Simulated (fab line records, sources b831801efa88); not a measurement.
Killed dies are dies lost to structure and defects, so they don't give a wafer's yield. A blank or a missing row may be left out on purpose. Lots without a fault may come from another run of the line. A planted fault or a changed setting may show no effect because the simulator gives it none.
fab line records | flow sky130
record lots=6 wafers=18 last_day=50
route steps=708 shown VIA1@467 METAL2@483 PAD_OPEN@708
lots that met no fault: from a run of the same line without faults
start_h: hours from the record's first day to the start of the lot's first wafer shown | wait_h: hours since the lot's step before | " the same as in the row above | L1.1+2: a row that stands for several wafers | - no value, or no start given | * or withheld: withheld | < > ~ a bound
route shown NAME@n: a module of which the file shows steps, and the number in the route of the first | usual: mean/standard deviation of fault-free wafers | same: alike in all rows | chamber/n: place in a boat | sites: the reading at each site | _std_site: their standard deviation | _edge_site: outer sites' mean less inner sites' | radius_mm: how far each site lies from the wafer's centre | mask NAME#n: copy n | behind: the tool/chamber that last shaped the wafer | hold: why the lot was held/for how many hours/how that ended | device: the transistor (n, p or np) that didn't switch | end of line: the same wafers' tests at the end of the route | a step without rows: its recipe alone | killed: dies lost to structure and defects at the first sort, not the wafer's yield | map: a wafer's dies, x killed, . not, _ none there
set.NAME: the setting as run; set.NAME@STEP: as run at that earlier step | model.NAME: the simulator's own value behind a step, which no gauge read
lots at some steps of the route; a table a step, a row a wafer
services: from which hour (start_h, from the record's first day; less than 0 if before it) a tool's chamber was out of use, for how many hours, and why
## steps
# step SKY_VIA1_EXPOSE_09
# recipe mask_id=VIM na=0.8 source_shape=annular sigma_inner=0.55 sigma_outer=0.85 target_cd_nm=150 dose_mj=38
# step SKY_VIA1_PEB_10
# recipe peb_temp_c=withheld peb_time_s=withheld resist=KrF-thick
# step SKY_VIA1_DEVELOP_11
# recipe develop_time_s=60 resist=KrF-thick dev_temp_c=22.07
# step SKY_VIA1_CD_MEAS_12
# recipe target_cd_nm=150
# usual cd_nm=149.3/1.5
# columns lot.wafer tool chamber start_h wait_h cd_nm
L116.2 cd_sem-02 - 831.21 - 148.4
L116.4 " - " " 149.1
L116.5 " - " " 150.5
L119.4 cd_sem-02 - 859.70 - 150.0
L119.5 " - " " 149.5
L119.6 " - " " 150.5
L123.1 cd_sem-02 - 891.33 - 149.3
L123.2 " - " " 152.3
L123.4 " - " " 150.3
L125.2 cd_sem-02 - 902.47 - 152.1
L125.3 " - " " 151.6
L125.4 " - " " 150.1
L131.1 cd_sem-01 - 943.53 - 152.3
L131.2 " - " " 152.2
L131.4 " - " " 150.9
L132.1 cd_sem-02 - 960.53 - 148.2
L132.3 " - " " 147.6
L132.6 " - " " 148.0
# step SKY_VIA1_OVL_MEAS_13
# usual VIA1_OVL=-3/5.1
# columns lot.wafer tool chamber start_h wait_h VIA1_OVL[nm]
L116.2 overlay-02 - 831.32 0.1 4
L116.4 " - " " 0
L116.5 " - " " 2
L119.4 overlay-01 - 859.78 0.1 -6
L119.5 " - " " -14
L119.6 " - " " -14
L123.1 overlay-02 - 891.45 0.1 -5
L123.2 " - " " -6
L123.4 " - " " -3
L125.2 overlay-02 - 902.57 0.1 1
L125.3 " - " " -3
L125.4 " - " " 4
L131.1 overlay-02 - 943.65 0.1 -1
L131.2 " - " " -3
L131.4 " - " " 4
L132.1 overlay-01 - 960.65 0.1 -5
L132.3 " - " " -4
L132.6 " - " " -6
# step SKY_VIA1_ETCH_14
# recipe chemistry=N2/H2 target=BARC ion_energy_ev=200 source_w=500 bias_w=100 pressure_mtorr=30 n2_flow_sccm=100 h2_flow_sccm=200 stop_on=SiO2 time_s=45.9 target_depth_a=600
# usual drypump_motor_current_A=5.7/0.58 h2_flow_sccm=199.9/0.59 oes_product_au=0.854/0.0047 throttle_valve_pct=13.224/0.0094
# columns lot.wafer tool chamber start_h wait_h drypump_motor_current_A h2_flow_sccm oes_product_au rf_hours_counter_h throttle_valve_pct
L116.2 rie_diel-01 0 831.35 0.0 5.8 200.5 0.852 4 13.234
L116.4 " 1 " " 4.9 199.9 0.853 5 13.225
L116.5 " 0 " " 5.8 200.0 0.858 - 13.232
L119.4 rie_diel-04 3 859.80 0.0 6.3 199.0 0.848 21 13.209
L119.5 " 3 " " 6.3 199.4 0.859 - 13.223
L119.6 " 0 " " 5.9 201.5 0.850 - 13.234
L123.1 rie_diel-01 3 891.48 0.0 4.8 200.1 0.853 4 13.221
L123.2 " 0 " " 5.8 200.9 0.857 6 13.232
L123.4 " 2 " " 5.1 200.6 0.853 10 13.243
L125.2 rie_diel-03 2 902.60 0.0 5.7 200.1 0.851 15 13.221
L125.3 " 3 " " 6.0 199.9 0.859 25 13.214
L125.4 " 0 " " 6.3 200.9 0.855 - 13.227
L131.1 rie_diel-04 2 943.69 0.0 6.4 200.2 0.848 19 13.222
L131.2 " 0 " " 5.9 199.1 0.854 10 13.228
L131.4 " 3 " " 6.3 199.6 0.854 24 13.219
L132.1 rie_diel-03 3 960.69 0.0 6.0 200.7 0.854 1 13.195
L132.3 " 2 " " 5.7 199.5 0.852 17 13.214
L132.6 " 3 " " 6.0 199.7 0.855 - 13.215
# step SKY_VIA1_ETCH_15
# recipe target=SiO2 chemistry=C4F8/O2/Ar target_depth_nm=351 stop_on=TiN mask_material=KrF-thick source_w=1500 bias_w=1200 pressure_mtorr=40 c4f8_flow_sccm=withheld O2_flow_sccm=6 Ar_flow_sccm=300 time_s=54
# usual oes_product_au=0.980/0.0059
# columns lot.wafer tool chamber start_h wait_h oes_product_au rf_hours_counter_h
L116.2 rie_diel-01 0 831.39 0.0 0.976 4
L116.4 " 1 " " 0.979 5
L116.5 " 0 " " 0.979 -
L119.4 rie_diel-04 3 859.84 0.0 0.989 21
L119.5 " 3 " " 0.986 -
L119.6 " 0 " " 0.978 -
L123.1 rie_diel-01 3 891.53 0.0 0.988 4
L123.2 " 0 " " 0.984 6
L123.4 " 2 " " 0.988 10
L125.2 rie_diel-03 2 902.64 0.0 0.982 15
L125.3 " 3 " " 0.978 25
L125.4 " 0 " " 0.988 -
L131.1 rie_diel-04 2 943.73 0.0 0.981 19
L131.2 " 0 " " 0.976 10
L131.4 " 3 " " 0.982 24
L132.1 rie_diel-03 3 960.73 0.0 0.981 1
L132.3 " 2 " " 0.984 17
L132.6 " 3 " " 0.981 -
# step SKY_VIA1_STRIP_16
# recipe chemistry=O2/N2 power_w=1400 pressure_mtorr=1500 platen_temp_c=withheld o2_flow_sccm=3000 n2_flow_sccm=300 overash_fraction=0.5
# usual drypump_motor_current_A=5.6/0.37 oes_product_au=0.416/0.0047 strip_time_to_endpoint_s=4.460/0.018
# columns lot.wafer tool chamber start_h wait_h drypump_motor_current_A oes_product_au rf_hours_counter_h strip_time_to_endpoint_s
L116.2 plasma_asher-01 1 831.43 0.0 5.5 0.422 38 4.461
L116.4 " 1 " " 5.5 0.410 - 4.442
L116.5 " 0 " " 5.4 0.412 - 4.438
L119.4 plasma_asher-04 0 859.92 0.1 5.6 0.416 - 4.427
L119.5 " 0 " " 5.6 0.410 - 4.441
L119.6 " 1 " " 6.3 0.418 - 4.443
L123.1 plasma_asher-01 1 891.57 0.0 5.5 0.416 45 4.462
L123.2 " 0 " " 5.4 0.412 45 4.439
L123.4 " 0 " " 5.4 0.423 - 4.443
L125.2 plasma_asher-01 1 902.69 0.0 5.5 0.421 46 4.486
L125.3 " 1 " " 5.5 0.421 - 4.497
L125.4 " 0 " " 5.4 0.417 - 4.467
L131.1 plasma_asher-01 0 943.77 0.0 5.4 0.421 50 4.469
L131.2 " 1 " " 5.5 0.415 50 4.473
L131.4 " 0 " " 5.4 0.411 - 4.472
L132.1 plasma_asher-02 0 960.77 0.0 5.3 0.421 84 4.468
L132.3 " 0 " " 5.3 0.423 - 4.452
L132.6 " 1 " " 6.2 0.414 - 4.475
# step SKY_VIA1_STRIP_17
# recipe chemistry=post_etch_residue_remover time_s=1200 temp_c=72.5
# step SKY_VIA1_CLEAN_18
# recipe chemistry=IPA time_s=180 temp_c=25
# step SKY_VIA1_CLEAN_19
# recipe chemistry=O3/DIW dry=n2_spin
# step SKY_VIA1_SPUTTER_20
# recipe material=TiN target_thk_nm=20 chamber_pressure_pa=5 power_w=4000 time_s=80
# usual chamber_pressure_pa=4.999/0.009 throttle_valve_pct=30.0/1
# columns lot.wafer tool chamber start_h wait_h chamber_pressure_pa throttle_valve_pct
L116.2 pvd_sputter-02 - 832.03 0.0 4.989 31.2
L116.4 " - " " 4.984 27.6
L116.5 " - " " 5.001 31.5
L119.4 pvd_sputter-02 - 860.52 0.0 5.020 29.2
L119.5 " - " " 5.006 29.3
L119.6 " - " " 5.004 30.7
L123.1 pvd_sputter-03 - 892.17 0.0 4.976 30.5
L123.2 " - " " 5.002 30.4
L123.4 " - " " 4.996 30.9
L125.2 pvd_sputter-02 - 903.28 0.0 4.998 31.6
L125.3 " - " " 4.995 29.3
L125.4 " - " " 4.988 27.7
L131.1 pvd_sputter-02 - 944.37 0.0 4.986 27.8
L131.2 " - " " 4.998 31.5
L131.4 " - " " 4.999 30.4
L132.1 pvd_sputter-04 - 961.37 0.0 5.019 30.4
L132.3 " - " " 4.997 29.8
L132.6 " - " " 5.002 29.6
# step SKY_VIA1_CVD_21
# recipe material=W target_thk_nm=270 time_s=80.902 temp_c=400 pressure_torr=40
# usual chamber_pressure_Torr=40.00/0.093 heater_power_w=915/69
# columns lot.wafer tool chamber start_h wait_h chamber_pressure_Torr heater_power_w since_wet_clean_h model.W_of_VIA1_CVD_21.thk_nm
L116.2 cvd_w-01 0 832.09 0.0 39.85 841 428 274.3
L116.4 " 0 " " 40.00 873 - 270.1
L116.5 " 1 " " 40.09 1039 - 271.6
L119.4 cvd_w-02 0 860.61 0.1 40.04 925 - 269.2
L119.5 " 1 " " 40.00 865 - 267.5
L119.6 " 0 " " 40.02 952 - 268.1
L123.1 cvd_w-02 0 892.23 0.0 49.65 934 988 297.9
L123.2 " 1 " " 49.66 883 988 301.7
L123.4 " 1 " " 49.58 869 - 302.2
L125.2 cvd_w-02 0 903.34 0.0 49.74 936 999 296.1
L125.3 " 0 " " 49.57 942 - 299.3
L125.4 " 1 " " 49.47 858 - 300.5
L131.1 cvd_w-01 1 944.43 0.0 40.00 1015 540 269.6
L131.2 " 0 " " 39.96 880 540 270
L131.4 " 1 " " 40.00 1028 - 270.7
L132.1 cvd_w-01 1 961.43 0.0 40.05 1032 557 266.8
L132.3 " 1 " " 39.99 1022 - 267.9
L132.6 " 0 " " 40.05 863 - 271.9
# step SKY_VIA1_RS_MEAS_22
# recipe thk_meas_gauge=four-point-probe reads=W_of_VIA1_CVD_21+TiN_of_VIA1_SPUTTER_20
# usual VIA1_W_RS=0.427/0.0039
# columns lot.wafer tool chamber start_h wait_h VIA1_W_RS[ohm/sq]
L116.2 film_metro-02 - 832.20 0.1 0.419
L116.4 " - " " 0.426
L116.5 " - " " 0.424
L119.4 film_metro-01 - 860.73 0.1 0.428
L119.5 " - " " 0.431
L119.6 " - " " 0.430
L123.1 film_metro-03 - 892.32 0.1 0.386
L123.2 " - " " 0.381
L123.4 " - " " 0.381
L125.2 film_metro-01 - 903.46 0.1 0.389
L125.3 " - " " 0.385
L125.4 " - " " 0.383
L131.1 film_metro-01 - 944.52 0.1 0.427
L131.2 " - " " 0.426
L131.4 " - " " 0.425
L132.1 film_metro-03 - 961.52 0.1 0.432
L132.3 " - " " 0.431
L132.6 " - " " 0.424
# step SKY_VIA1_THK_MEAS_23
# recipe thk_meas_gauge=xrf reads=W_of_VIA1_CVD_21
# usual VIA1_W_THK=276/3.1
# columns lot.wafer tool chamber start_h wait_h VIA1_W_THK[nm]
L116.2 film_metro-02 - 832.31 0.1 282
L116.4 " - " " 278
L116.5 " - " " 278
L119.4 film_metro-01 - 860.82 0.1 275
L119.5 " - " " 275
L119.6 " - " " 274
L123.1 film_metro-03 - 892.44 0.1 308
L123.2 " - " " 310
L123.4 " - " " 311
L125.2 film_metro-01 - 903.57 0.1 304
L125.3 " - " " 309
L125.4 " - " " 312
L131.1 film_metro-01 - 944.64 0.1 275
L131.2 " - " " 276
L131.4 " - " " 276
L132.1 film_metro-03 - 961.64 0.1 270
L132.3 " - " " 270
L132.6 " - " " 275
# step SKY_VIA1_CMP_24
# recipe stop_on=SiO2 t_overpolish_s=15 down_force_psi=3.5 platen_rpm=60 target_thk_nm=0 pad_velocity_m_s=0.94248
# usual head_pressure_psi=3.501/0.0072 motor_current_A=11.1/1.3 time_to_endpoint_s=65.1/2.7
# columns lot.wafer tool chamber start_h wait_h head_pressure_psi motor_current_A time_to_endpoint_s
L116.2 cmp-01 3 832.36 0.0 3.513 10.1 64.2
L116.4 " 2 " " 3.505 11.0 67.0
L116.5 " 3 " " 3.515 9.8 66.0
L119.4 cmp-02 2 860.85 0.0 3.514 9.3 67.3
L119.5 " 2 " " 3.499 9.5 65.8
L119.6 " 3 " " 3.505 12.5 66.4
L123.4 cmp-01 1 892.50 0.0 3.492 12.7 72.5
L123.2 " 2 " " 3.491 11.6 71.0
L123.1 " 3 " " 3.499 10.0 72.5
L125.2 cmp-01 0 903.62 0.0 3.499 12.2 72.6
L125.4 " 1 " " 3.497 12.2 76.6
L125.3 " 2 " " 3.502 10.8 75.3
L131.4 cmp-02 2 944.70 0.0 3.505 8.9 67.7
L131.2 " 3 " " 3.492 13.2 67.3
L131.1 " 1 " " 3.503 10.5 69.6
L132.1 cmp-02 2 961.70 0.1 3.492 9.2 64.9
L132.3 " 1 " " 3.500 10.5 65.9
L132.6 " 2 " " 3.495 9.5 65.8
# step SKY_METAL2_SPUTTER_00
# recipe material=Ti target_thk_nm=15 power_w=3000 time_s=10 chamber_pressure_pa=0.4
# usual chamber_pressure_pa=0.4001/0.00087 throttle_valve_pct=30.1/1.2
# columns lot.wafer tool chamber start_h wait_h chamber_pressure_pa throttle_valve_pct
L116.2 pvd_sputter-01 - 832.66 0.2 0.3995 31.9
L116.4 " - " " 0.4002 27.6
L116.5 " - " " 0.3997 29.9
L119.4 pvd_sputter-03 - 861.15 0.2 0.4009 30.8
L119.5 " - " " 0.3997 30.5
L119.6 " - " " 0.4002 30.9
L123.1 pvd_sputter-01 - 892.80 0.1 0.4007 29.9
L123.2 " - " " 0.4000 31.9
L123.4 " - " " 0.3999 27.6
L125.2 pvd_sputter-04 - 903.92 0.2 0.3993 30.6
L125.3 " - " " 0.4003 30.2
L125.4 " - " " 0.3988 29.6
L131.1 pvd_sputter-04 - 945.00 0.1 0.4005 30.5
L131.2 " - " " 0.3991 30.9
L131.4 " - " " 0.4012 29.4
L132.1 pvd_sputter-01 - 962.00 0.2 0.4006 27.4
L132.3 " - " " 0.4011 29.8
L132.6 " - " " 0.4007 30.0
# step SKY_PAD_OPEN_PROBE_99
# usual defect_limited_yield=82.2/1.7 killed_at_M0_to_M3=44/6.3 killed_at_M4_up=3.1/2 killed_at_contacts=24/4.8 killed_at_front_end=15/4.6 killed_at_other=0.2/0.51 killed_dies=87/8.4 killed_open=48/6.4 killed_short=39/5.9 sort_bin_3_pad_short=0.9/0.41 sort_bin_5_function=10.5/1.4 sort_bin_6_memory=6.3/1.1 sort_n_pass=405/8.4 sort_yield_pct=82.2/1.7
# same gross_dies=492 killed_at_back_side=0 sort_bin_4_leakage[%]=0 sort_bin_8_speed[%]=0
# columns lot.wafer tool chamber start_h wait_h defect_limited_yield[%] killed_at_M0_to_M3 killed_at_M4_up killed_at_contacts killed_at_front_end killed_at_other killed_dies killed_open killed_short sort_bin_3_pad_short[%] sort_bin_5_function[%] sort_bin_6_memory[%] sort_n_pass sort_yield_pct[%]
L116.2 prober-02 - 1104.53 0.1 83.9 40 3 23 13 0 79 39 40 0.6 9.6 5.9 413 83.9
L116.4 prober-02 - 1104.63 0.2 79.3 50 2 20 30 0 102 62 40 0.6 11.8 8.3 390 79.3
L116.5 prober-02 - 1104.68 0.2 80.3 40 1 37 19 0 97 59 38 0.8 11.8 7.1 395 80.3
# killed by level:class
L116.2 CONTACT:geometric_particle:open=7 VIA2:geometric_particle:open=7 VIA3:geometric_particle:open=7 CONTACT:geometric_particle:short=6 LI_CONTACT:geometric_particle:short=5 VIA1:geometric_particle:open=5 VIA1:geometric_particle:short=4 METAL2:geometric_particle:short=4
L116.4 VIA1:geometric_particle:open=13 CONTACT:geometric_particle:open=8 FIELD_ISO:geometric_particle:open=7 METAL2:geometric_particle:short=7 POLY_GATE:geometric_particle:short=6 POLY_GATE:geometric_particle:open=6 VIA2:geometric_particle:open=6 VIA3:geometric_particle:open=6
L116.5 CONTACT:geometric_particle:open=15 LI_CONTACT:geometric_particle:short=8 VIA1:geometric_particle:open=8 VIA1:geometric_particle:short=7 VIA3:geometric_particle:open=7 FIELD_ISO:geometric_particle:open=6 LI_CONTACT:geometric_particle:open=6 FIELD_ISO:geometric_particle:short=5
## services
# columns tool chamber start_h hours kind
cvd_w-02 - 813.32 5.5 repair
plasma_asher-01 - 814.02 1.2 repair
pvd_sputter-04 - 815.61 3.7 repair
rie_diel-04 - 818.61 14.6 pm
pvd_sputter-04 - 822.61 7.9 repair
rie_diel-01 0 824.43 1.8 repair
cvd_w-01 - 833.81 2.3 repair
rie_diel-04 2 836.92 4.7 repair
rie_diel-04 - 837.82 1.1 repair
rie_diel-04 - 838.34 0.4 repair
rie_diel-04 - 844.92 2.8 pm
rie_diel-03 3 851.24 16.1 repair
cmp-02 - 856.66 0.4 repair
pvd_sputter-01 - 865.20 1.9 repair
rie_diel-04 1 865.57 4.9 repair
rie_diel-04 0 871.75 2.6 repair
cvd_w-01 0 874.94 3.7 repair
pvd_sputter-04 - 883.94 1.9 repair
pvd_sputter-01 - 887.18 3.8 repair
rie_diel-03 1 902.48 5.8 repair
pvd_sputter-02 - 903.76 0.9 repair
rie_diel-04 - 913.02 4.7 repair
rie_diel-01 0 923.02 3.5 repair
rie_diel-01 0 947.70 8.1 repair
## key
first_sign step=SKY_VIA1_CVD_21 reading=chamber_pressure_Torr direction=up sigmas=99+ usual=40.00 struck=49.61
effect step=SKY_VIA1_RS_MEAS_22 reading=VIA1_W_RS direction=down sigmas=11 usual=0.427 struck=0.384
effect step=SKY_VIA1_THK_MEAS_23 reading=VIA1_W_THK direction=up sigmas=11 usual=276 struck=309
effect step=SKY_VIA1_CMP_24 reading=time_to_endpoint_s direction=up sigmas=3.1 usual=* struck=*
model_effect step=SKY_VIA1_CVD_21 value=W_of_VIA1_CVD_21.thk_nm without=269 struck=299.6
met_at SKY_VIA1_CVD_21
struck_wafers L123.1,L123.2,L123.4,L125.2,L125.3,L125.4
onset_between 860.61 892.23
fault kind=process_parameter_drift tool=cvd_w-02 chamber=- onset_h=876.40 steps=SKY_VIA1_CVD_21 channel=pressure_torr offset=9.591 shape=step end_h=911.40 acts_in=these_recipes_only stated=40
